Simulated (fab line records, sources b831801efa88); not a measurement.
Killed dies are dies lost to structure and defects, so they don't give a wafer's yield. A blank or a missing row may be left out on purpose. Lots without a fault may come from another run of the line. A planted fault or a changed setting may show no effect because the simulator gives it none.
Which tool did it? | flow gf180mcu | 14 lots, 42 wafers sampled, at 4 steps of a route of 602

WHAT THE GAUGES READ, wafer by wafer
GF_SAB_CD_MEAS_09: target cd 420 nm.
lot  | measured     | on        | cd_nm (nm)
L715 | day 15 03:36 | cd_sem-02 | 419.6 419.5 420.0
L716 | day 15 10:19 | cd_sem-01 | 421.1 418.3 418.8
L717 | day 15 20:49 | cd_sem-02 | 415.5 418.4 415.3
L720 | day 17 00:49 | cd_sem-02 | 415.8 417.6 417.4
L725 | day 19 04:07 | cd_sem-02 | - - -
L726 | day 19 05:21 | cd_sem-01 | - - -
L729 | day 20 12:12 | cd_sem-01 | 423.4 421.6 420.9
L731 | day 20 23:17 | cd_sem-01 | 421.0 419.0 418.2
L732 | day 21 07:17 | cd_sem-02 | 419.0 418.9 419.0
L733 | day 21 13:19 | cd_sem-01 | 419.8 422.2 421.2
L734 | day 21 23:37 | cd_sem-02 | 420.6 422.3 425.4
L735 | day 22 10:49 | cd_sem-01 | 420.2 418.0 419.9
L736 | day 22 15:55 | cd_sem-02 | 418.9 420.3 418.5
L737 | day 22 20:07 | cd_sem-02 | 418.4 419.4 419.5

GF_CONTACT_BOW_MEAS_05.
lot  | measured     | on            | CONTACT_BOW (um)
L715 | day 15 05:10 | film_metro-04 | 58 69 64
L716 | day 15 11:53 | film_metro-03 | 59 66 57
L717 | day 15 22:24 | film_metro-01 | 55 70 66
L720 | day 17 02:30 | film_metro-04 | 53 66 68
L729 | day 20 13:45 | film_metro-03 | 70 73 62
L731 | day 21 00:50 | film_metro-04 | 73 55 60
L732 | day 21 08:51 | film_metro-01 | 63 70 45
L733 | day 21 14:52 | film_metro-01 | 60 56 68
L734 | day 22 01:10 | film_metro-01 | 63 55 55
L735 | day 22 12:23 | film_metro-03 | 73 59 70
L736 | day 22 17:28 | film_metro-04 | 74 67 52
L737 | day 22 21:47 | film_metro-04 | 67 57 70

GF_M2_RS_MEAS_05: measures by four-point-probe.
lot  | measured     | on            | M2_ALCU_RS (ohm/sq)
L715 | day 18 06:10 | film_metro-04 | 0.0706 0.0698 0.0704
L716 | day 18 14:23 | film_metro-04 | 0.0682 0.0683 0.0680
L717 | day 19 00:08 | film_metro-02 | 0.0685 0.0689 0.0680
L720 | day 20 07:00 | film_metro-02 | 0.0697 0.0695 0.0691
L729 | day 23 16:55 | film_metro-01 | 0.0686 0.0689 0.0694
L731 | day 24 03:58 | film_metro-02 | 0.0685 0.0699 0.0701
L732 | day 24 09:53 | film_metro-02 | 0.0695 0.0690 0.0701
L733 | day 24 15:50 | film_metro-02 | 0.0708 0.0701 0.0703
L734 | day 25 02:48 | film_metro-02 | 0.0678 0.0674 0.0688
L735 | day 25 11:27 | film_metro-02 | 0.0693 0.0705 0.0684
L736 | day 25 16:13 | film_metro-02 | 0.0693 0.0691 0.0685
L737 | day 25 20:59 | film_metro-04 | 0.0682 0.0698 0.0703

WHICH TOOL RAN EACH LOT (tool, then ch and the chambers of the sampled wafers, then the start)
lot  | GF_SAB_DEVELOP_08
L715 | litho_track-04 ch 0, day 15 03:27
L716 | litho_track-01 ch 0, day 15 10:10
L717 | litho_track-04 ch 0, day 15 20:41
L720 | litho_track-01 ch 0, day 17 00:40
L725 | litho_track-01, day 19 03:58
L726 | litho_track-02, day 19 05:12
L729 | litho_track-02 ch 0, day 20 12:03
L731 | litho_track-01 ch 0, day 20 23:08
L732 | litho_track-01 ch 0, day 21 07:08
L733 | litho_track-01 ch 0, day 21 13:10
L734 | litho_track-01 ch 0, day 21 23:28
L735 | litho_track-01 ch 0, day 22 10:40
L736 | litho_track-04 ch 0, day 22 15:46
L737 | litho_track-01 ch 0, day 22 19:58
- GF_SAB_DEVELOP_08: develop time 60 s.

WHAT THE TOOLS THEMSELVES READ (means of the sampled wafers that have a number; where no wafer has one, the mark that the record gives instead)
GF_SAB_DEVELOP_08.
lot  | tool           | chill_plate_temp_C (C)
L715 | litho_track-04 | 23.00
L716 | litho_track-01 | 23.07
L717 | litho_track-04 | 23.00
L720 | litho_track-01 | 23.01
L725 | litho_track-01 | -
L726 | litho_track-02 | -
L729 | litho_track-02 | 23.07
L731 | litho_track-01 | 23.07
L732 | litho_track-01 | 23.01
L733 | litho_track-01 | 22.98
L734 | litho_track-01 | 23.05
L735 | litho_track-01 | 23.07
L736 | litho_track-04 | 22.86
L737 | litho_track-01 | 22.93

THE ANSWER, worked out from the rows above alone
Rule: what is usual is taken from the lots themselves. Put in order of their means at a reading, lots are off if they are a third of the lots or fewer, leave a main group of 4 or more, and stand apart from it by a gap of 3 or more times the standard deviation of the main group's means; of several such gaps the widest counts. A main group whose means are all the same, to the digits that the tables above print for the reading, isn't used. A lot without any number at a reading at which 4 lots or more have one is off too. The other lots that the step has rows for count as sound. The gauges are gone through in route order, then the tools' own readings, and for those a lot's mean is taken as printed above. The first step at which some lot is off is used, and at that step the reading that is off furthest; a lot without a number counts as furthest.
Off: L725, L726, at GF_SAB_CD_MEAS_09 (cd_nm). Without a number there: L725, L726. The main group: mean 419.5 nm, standard deviation 1.7.
A tool fits if, at a process step before that reading, it ran every lot that is off, and no sound lot after the first of them. The gauges at GF_SAB_CD_MEAS_09 aren't tried: what is off there is off at GF_SAB_DEVELOP_08 too, on other tools, and a gauge's error can't cause that. None of those tried fits.

WHAT THE SIMULATOR HAD PUT IN
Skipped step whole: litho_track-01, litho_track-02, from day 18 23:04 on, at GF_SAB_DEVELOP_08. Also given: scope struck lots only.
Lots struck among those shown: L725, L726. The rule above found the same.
